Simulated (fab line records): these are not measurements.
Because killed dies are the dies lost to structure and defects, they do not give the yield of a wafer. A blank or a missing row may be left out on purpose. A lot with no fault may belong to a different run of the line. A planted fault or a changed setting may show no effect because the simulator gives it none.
One fault through the eyes of 2 desks :: flow gf180mcu :: each desk has only its own numbers; what lay behind them comes last

## TOOL OWNER'S DESK, furnace-02
The tool's own readings at GF_DUAL_GATE_OXIDATION_02 (stabilise 600 s, purge 300 s, target thk 10.887 nm): means of the sampled wafers that have a number, for each lot that ran on this tool. The brackets show how far a lot's mean lies from the usual mean; more than 4 standard deviations puts the lot out of limits, marked OUT.
Columns: A = spike tc bottom C at GF_DUAL_GATE_OXIDATION_02, usual 918.0 C; B = spike tc centre C at GF_DUAL_GATE_OXIDATION_02, usual 900.9 C; C = spike tc lower C at GF_DUAL_GATE_OXIDATION_02, usual 900.2 C; D = spike tc top C at GF_DUAL_GATE_OXIDATION_02, usual 910.4 C; E = spike tc upper C at GF_DUAL_GATE_OXIDATION_02, usual 899.6 C; F = tube center temp C at GF_DUAL_GATE_OXIDATION_02, usual 900.01 C; G = tube_center_temp_C_max at GF_DUAL_GATE_OXIDATION_02, usual 902.4
lot: L152
first seen here: day 8 04:08
A: 917.3
B: 901.4
C: 899.0
D: 912.2
E: 900.6
F: 900.02
G: 902.2

lot: L162
first seen here: day 11 01:17
A: 913.8 (-4.2) OUT
B: 896.9
C: 895.0
D: 908.7
E: 896.1
F: 895.98 (-47) OUT
G: 898.2 (-10) OUT

lot: L163
first seen here: day 11 06:53
A: 914.8
B: 897.3
C: 896.1
D: 907.1
E: 896.6
F: 896.13 (-45) OUT
G: 898.3 (-10) OUT

lot: L165
first seen here: day 11 17:39
A: 914.1
B: 896.0 (-4.9) OUT
C: 895.0
D: 907.1
E: 896.1
F: 895.98 (-47) OUT
G: 898.5 (-9.7) OUT
This desk's finding: out of limits on L162, L163, L165; first on L162, day 11 01:17 (spike tc bottom C at GF_DUAL_GATE_OXIDATION_02). Within limits: L152.

## FROM THE METROLOGY DESK
What the gauges read for every lot (on any tool): the sampled wafers with a number, averaged. The brackets show how far a lot's mean lies from the usual mean; more than 4 standard deviations puts the lot out of limits, marked OUT.
Columns: A = VT_IMPLANT_4_TW at GF_VT_IMPLANT_TW_MEAS_43, usual 692; B = MVSD_RS at GF_VT_IMPLANT_RS_MEAS_46, usual 457.4 ohm/sq; C = NWELL_RS at GF_VT_IMPLANT_RS_MEAS_47, usual 488.6 ohm/sq; D = LVPWELL_RS at GF_VT_IMPLANT_RS_MEAS_48, usual 1198.2 ohm/sq; E = MVPSD_RS at GF_VT_IMPLANT_RS_MEAS_49, usual 1170.7 ohm/sq; F = DUAL_GATE_OXIDATION_00_THK at GF_DUAL_GATE_THK_MEAS_03, usual 10.83 nm; G = DUAL_GATE_OVL at GF_DUAL_GATE_OVL_MEAS_11, usual -0.7 nm
lot: L151
first seen here: day 7 22:10
A: 696
B: 458.2
C: 487.0
D: 1197.1
E: 1166.6
F: 10.79
G: -1.1

lot: L152
first seen here: day 8 02:49
A: 700
B: 456.9
C: 488.5
D: 1199.3
E: 1174.5
F: 10.74
G: -2.2

lot: L162
first seen here: day 10 23:42
A: 691
B: 458.4
C: 486.7
D: 1194.9
E: 1169.4
F: 10.17
G: -1.4

lot: L163
first seen here: day 11 05:16
A: 690
B: 457.3
C: 489.1
D: 1194.3
E: 1170.9
F: 10.43
G: 0.7

lot: L164
first seen here: day 11 11:28
A: 691
B: 457.6
C: 489.2
D: 1195.4
E: 1173.2
F: 10.88
G: 0.2

lot: L165
first seen here: day 11 16:46
A: 693
B: 457.3
C: 489.6
D: 1192.6
E: 1166.2
F: 10.60
G: 2.9

lot: L172
first seen here: day 13 18:43
A: 693
B: 455.6
C: 488.7
D: 1196.9
E: 1172.5
F: 11.11
G: -0.3
Result from this desk: across the 7 lots, nothing is out of limits.

## ALL TOGETHER
On L162, L163, L165, at day 11 01:17, an alarm was possible from the tool owner's desk.
The metrology desk saw nothing out of limits.
The metrology desk holds a record of L162, L163, L165, inside its limits.
All the named lots went through GF_DUAL_GATE_OXIDATION_02 on furnace-02.

## WHAT HAD BEEN PUT IN BY THE SIMULATOR
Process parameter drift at GF_DUAL_GATE_OXIDATION_02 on furnace-02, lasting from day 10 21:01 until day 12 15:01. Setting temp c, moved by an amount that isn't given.
Struck lots among those shown: L162, L163, L165.
Each desk's first reading out of limits, in hours after the fault started: the tool owner's desk, 4.
